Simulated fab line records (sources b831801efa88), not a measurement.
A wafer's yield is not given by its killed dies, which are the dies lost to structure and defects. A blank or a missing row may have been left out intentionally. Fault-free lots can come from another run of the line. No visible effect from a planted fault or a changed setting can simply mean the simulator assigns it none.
Lot-split experiment || flow sky130 || 5 lots, 23 wafers read, on a route of 708 steps

== THE SPLIT ==
At SKY_VIA4_EXPOSE_08 (exposes mask VIM4, target cd 800 nm), the setting dose-mj was moved away from the recipe's 132 on 7 of the 23 wafers read, by -7.2% to -2.1%. This setting was run at the recipe's value on the other wafers.

== FROM THE SPLIT TO THE READING: what the file shows between them, 2 steps ==
- SKY_VIA4_PEB_09
- SKY_VIA4_DEVELOP_10: develop time 60 s

== THE READING ==
VIA4.cd-nm (the simulator's own value, which no gauge read), in nm, at SKY_VIA4_ETCH_12 (etches SiO2 in C4F8/O2/Ar, stops on TiN, target depth 580 nm). There is no usual value for it anywhere in the file. The 16 wafers here that ran the recipe average 800.5 nm, standard deviation 2.6 nm.

{"wafer": "L076.2", "tool, chamber at the split": "iline-stepper-01, 0", "dose-mj as run": 132, "against the recipe": "recipe", "VIA4.cd-nm, nm": 797.2, "against lot-mates on the recipe": "-"}
{"wafer": "L076.3", "tool, chamber at the split": "iline-stepper-01, 0", "dose-mj as run": 132, "against the recipe": "recipe", "VIA4.cd-nm, nm": 796.7, "against lot-mates on the recipe": "-"}
{"wafer": "L076.4", "tool, chamber at the split": "iline-stepper-01, 0", "dose-mj as run": 132, "against the recipe": "recipe", "VIA4.cd-nm, nm": 800.1, "against lot-mates on the recipe": "-"}
{"wafer": "L080.1", "tool, chamber at the split": "iline-stepper-02, 0", "dose-mj as run": 132, "against the recipe": "recipe", "VIA4.cd-nm, nm": 796.1, "against lot-mates on the recipe": "-"}
{"wafer": "L080.2", "tool, chamber at the split": "iline-stepper-02, 0", "dose-mj as run": 128, "against the recipe": "-3.0%", "VIA4.cd-nm, nm": 785, "against lot-mates on the recipe": -11.7}
{"wafer": "L080.3", "tool, chamber at the split": "iline-stepper-02, 0", "dose-mj as run": 132, "against the recipe": "recipe", "VIA4.cd-nm, nm": 797.2, "against lot-mates on the recipe": "-"}
{"wafer": "L080.4", "tool, chamber at the split": "iline-stepper-02, 0", "dose-mj as run": 128, "against the recipe": "-3.0%", "VIA4.cd-nm, nm": 789.5, "against lot-mates on the recipe": -7.2}
{"wafer": "L080.6", "tool, chamber at the split": "iline-stepper-02, 0", "dose-mj as run": 128, "against the recipe": "-3.0%", "VIA4.cd-nm, nm": 787.3, "against lot-mates on the recipe": -9.4}
{"wafer": "L081.1", "tool, chamber at the split": "iline-stepper-02, 0", "dose-mj as run": 132, "against the recipe": "recipe", "VIA4.cd-nm, nm": 804.4, "against lot-mates on the recipe": "-"}
{"wafer": "L081.2", "tool, chamber at the split": "iline-stepper-02, 0", "dose-mj as run": 122.5, "against the recipe": "-7.2%", "VIA4.cd-nm, nm": 784.2, "against lot-mates on the recipe": -20.2}
{"wafer": "L081.3", "tool, chamber at the split": "iline-stepper-02, 0", "dose-mj as run": 122.5, "against the recipe": "-7.2%", "VIA4.cd-nm, nm": 782, "against lot-mates on the recipe": -22.4}
{"wafer": "L081.4", "tool, chamber at the split": "iline-stepper-02, 0", "dose-mj as run": 132, "against the recipe": "recipe", "VIA4.cd-nm, nm": 804.6, "against lot-mates on the recipe": "-"}
{"wafer": "L081.5", "tool, chamber at the split": "iline-stepper-02, 0", "dose-mj as run": 132, "against the recipe": "recipe", "VIA4.cd-nm, nm": 804.1, "against lot-mates on the recipe": "-"}
{"wafer": "L083.2", "tool, chamber at the split": "iline-stepper-02, 0", "dose-mj as run": 129.2, "against the recipe": "-2.1%", "VIA4.cd-nm, nm": 791.7, "against lot-mates on the recipe": -8.4}
{"wafer": "L083.3", "tool, chamber at the split": "iline-stepper-02, 0", "dose-mj as run": 132, "against the recipe": "recipe", "VIA4.cd-nm, nm": 798.8, "against lot-mates on the recipe": "-"}
{"wafer": "L083.4", "tool, chamber at the split": "iline-stepper-02, 0", "dose-mj as run": 132, "against the recipe": "recipe", "VIA4.cd-nm, nm": 800.8, "against lot-mates on the recipe": "-"}
{"wafer": "L083.5", "tool, chamber at the split": "iline-stepper-02, 0", "dose-mj as run": 132, "against the recipe": "recipe", "VIA4.cd-nm, nm": 800.6, "against lot-mates on the recipe": "-"}
{"wafer": "L083.6", "tool, chamber at the split": "iline-stepper-02, 0", "dose-mj as run": 129.2, "against the recipe": "-2.1%", "VIA4.cd-nm, nm": 794.1, "against lot-mates on the recipe": -6.0}
{"wafer": "L082.1", "tool, chamber at the split": "iline-stepper-01, 0", "dose-mj as run": 132, "against the recipe": "recipe", "VIA4.cd-nm, nm": 800.7, "against lot-mates on the recipe": "-"}
{"wafer": "L082.6", "tool, chamber at the split": "iline-stepper-01, 0", "dose-mj as run": 132, "against the recipe": "recipe", "VIA4.cd-nm, nm": 800.7, "against lot-mates on the recipe": "-"}
{"wafer": "L082.2", "tool, chamber at the split": "iline-stepper-01, 0", "dose-mj as run": 132, "against the recipe": "recipe", "VIA4.cd-nm, nm": 802.8, "against lot-mates on the recipe": "-"}
{"wafer": "L082.3", "tool, chamber at the split": "iline-stepper-01, 0", "dose-mj as run": 132, "against the recipe": "recipe", "VIA4.cd-nm, nm": 802, "against lot-mates on the recipe": "-"}
{"wafer": "L082.4", "tool, chamber at the split": "iline-stepper-01, 0", "dose-mj as run": 132, "against the recipe": "recipe", "VIA4.cd-nm, nm": 800.6, "against lot-mates on the recipe": "-"}

FIT RESULTS
A straight line over all 23 wafers: VIA4.cd-nm changes by +2.76 nm for each +1% of dose-mj; r = +0.89; the points scatter about the line by 3.1 nm.
The same after taking each lot's own level away (the mean of its wafers on the recipe; 23 wafers): +2.99 nm for each +1%; r = +0.98; scatter 1.2 nm.
Per that fit: largest dose-mj move, reading shift of 22 nm.
From 796.65 to 804.37 nm: that is the span of the lots' own levels, equal to 2.9 times the standard deviation above.
Hence the lot-to-lot level has little effect on the slope; both slopes agree.
Check: -22.5 nm against its lot-mates is what the line predicts for one of the wafers moved furthest among these (-7.2%) when that wafer is left out of the fit. It came out at -20.2 nm against them.

== ADDITIONAL SPLITS CARRIED BY THESE WAFERS ==
Before the reading, these wafers also passed through other splits. Each is held against what the fit with the lots' levels taken away leaves over:
{"other split on the same wafers": "SKY_METAL3_EXPOSE_10 dose-mj", "wafers away from the commonest value": 8, "r with VIA4.cd-nm (lot level and that fit taken away)": -0.10}
{"other split on the same wafers": "SKY_VIA3_HDPCVD_00 time-s", "wafers away from the commonest value": 6, "r with VIA4.cd-nm (lot level and that fit taken away)": "+0.17"}
{"other split on the same wafers": "SKY_VIA3_SPUTTER_20 chamber-pressure-pa", "wafers away from the commonest value": 10, "r with VIA4.cd-nm (lot level and that fit taken away)": "+0.11"}
{"other split on the same wafers": "SKY_METAL4_SPUTTER_00 time-s", "wafers away from the commonest value": 6, "r with VIA4.cd-nm (lot level and that fit taken away)": "+0.10"}
{"other split on the same wafers": "SKY_CAP2M_EXPOSE_09 dose-mj", "wafers away from the commonest value": 11, "r with VIA4.cd-nm (lot level and that fit taken away)": "+0.11"}
{"other split on the same wafers": "SKY_CAP2M_DEVELOP_11 develop-time-s", "wafers away from the commonest value": 11, "r with VIA4.cd-nm (lot level and that fit taken away)": "+0.01"}
{"other split on the same wafers": "SKY_VIA4_HDPCVD_00 sih4-flow-sccm", "wafers away from the commonest value": 9, "r with VIA4.cd-nm (lot level and that fit taken away)": -0.18}

== THE FILE'S OWN FIT ==
VIA4.cd-nm changes by +3 nm for each +1% of dose-mj, r = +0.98.
